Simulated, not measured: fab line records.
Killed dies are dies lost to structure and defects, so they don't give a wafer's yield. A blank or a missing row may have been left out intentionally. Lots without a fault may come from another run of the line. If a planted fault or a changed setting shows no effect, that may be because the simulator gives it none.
Matching of chambers :: flow sky130 :: 3 sister chambers for SKY_PASSIVATION_CVD_02 on pecvd-04
The step deposits Si3N4, target thk 540 nm. 6 wafers are shown with their chamber, then 9 later ones without.

WAFERS PAIRED WITH THEIR CHAMBERS
wafer: L077.4
chamber: 1
heater_power_outer_w (W): 410
heater_power_w (W): 668

wafer: L080.4
chamber: 1
heater_power_outer_w (W): 381
heater_power_w (W): 651

wafer: L083.5
chamber: 2
heater_power_outer_w (W): 372
heater_power_w (W): 619

wafer: L087.2
chamber: 0
heater_power_outer_w (W): 472
heater_power_w (W): 731

wafer: L087.3
chamber: 2
heater_power_outer_w (W): 302
heater_power_w (W): 541

wafer: L087.5
chamber: 0
heater_power_outer_w (W): 486
heater_power_w (W): 758

WAFERS MISSING THEIR CHAMBER
wafer: L096.2
heater_power_outer_w (W): 502
heater_power_w (W): 782

wafer: L096.4
heater_power_outer_w (W): 419
heater_power_w (W): 687

wafer: L096.5
heater_power_outer_w (W): 524
heater_power_w (W): 815

wafer: L095.3
heater_power_outer_w (W): 390
heater_power_w (W): 671

wafer: L095.4
heater_power_outer_w (W): 499
heater_power_w (W): 795

wafer: L095.5
heater_power_outer_w (W): 338
heater_power_w (W): 598

wafer: L097.1
heater_power_outer_w (W): 380
heater_power_w (W): 630

wafer: L097.3
heater_power_outer_w (W): 423
heater_power_w (W): 686

wafer: L097.6
heater_power_outer_w (W): 419
heater_power_w (W): 696

EACH ONE'S CHAMBER
wafer: L096.2
from the rows above: 0
in truth: 0

wafer: L096.4
from the rows above: can't be placed: 1 or 0
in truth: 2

wafer: L096.5
from the rows above: 0
in truth: 0

wafer: L095.3
from the rows above: 1
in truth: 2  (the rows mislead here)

wafer: L095.4
from the rows above: 0
in truth: 0

wafer: L095.5
from the rows above: 2
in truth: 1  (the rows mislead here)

wafer: L097.1
from the rows above: can't be placed: 1 or 2
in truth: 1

wafer: L097.3
from the rows above: can't be placed: 1 or 0
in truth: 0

wafer: L097.6
from the rows above: can't be placed: 1 or 0
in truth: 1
Correct placement for 3 of the 9. Can't be placed from these rows: 4 (the true chamber is among the candidates in 3). 2 placed wrongly.
How it was worked out, from the rows above alone: a wafer's distance from a chamber is the root of the sum, over the readings, of the square of ((its reading less the chamber's mean) divided by the reading's scatter). The wafer belongs to the nearest chamber; if the next one is less than 2 further off, it can't be placed. The mean given for a chamber averages the wafers shown for that chamber. The scatter: take each reading less its chamber's mean, square it, sum over the shown wafers, divide by the number of wafers less the number of chambers, and take the root.
